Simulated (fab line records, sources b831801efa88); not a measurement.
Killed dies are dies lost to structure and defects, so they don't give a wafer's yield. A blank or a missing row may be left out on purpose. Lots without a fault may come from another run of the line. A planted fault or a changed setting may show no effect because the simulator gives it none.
Which tool did it? | flow sky130 | 7 lots, 21 wafers sampled, at 1 step of a route of 708

WHAT THE GAUGES READ, wafer by wafer
SKY_METAL3_CD_MEAS_13: target cd 300 nm.
lot  | measured     | on        | cd_nm (nm)
L804 | day 39 11:55 | cd_sem-02 | 299.1 297.8 298.7
L808 | day 40 00:11 | cd_sem-01 | 298.7 298.8 296.9
L815 | day 42 03:50 | cd_sem-02 | 300.4 299.3 299.3
L816 | day 43 21:01 | cd_sem-01 | 301.7 300.2 301.7
L820 | day 44 00:32 | cd_sem-02 | 301.4 300.6 300.8
L825 | day 45 09:17 | cd_sem-02 | 300.4 299.6 298.5
L826 | day 45 12:48 | cd_sem-02 | 301.3 301.0 300.8

WHICH TOOL RAN EACH LOT (tool, then ch and the chambers of the sampled wafers, then the start)
The record holds no process step before these readings.

THE ANSWER, worked out from the rows above alone
Rule: what is usual is taken from the lots themselves. Put in order of their means at a reading, lots are off if they are a third of the lots or fewer, leave a main group of 4 or more, and stand apart from it by a gap of 3 or more times the standard deviation of the main group's means; of several such gaps the widest counts. A main group whose means are all the same, to the digits that the tables above print for the reading, isn't used. A lot without any number at a reading at which 4 lots or more have one is off too. The other lots that the step has rows for count as sound.
No lot is off at any reading shown: from this, nothing can be told.

WHAT THE SIMULATOR HAD PUT IN
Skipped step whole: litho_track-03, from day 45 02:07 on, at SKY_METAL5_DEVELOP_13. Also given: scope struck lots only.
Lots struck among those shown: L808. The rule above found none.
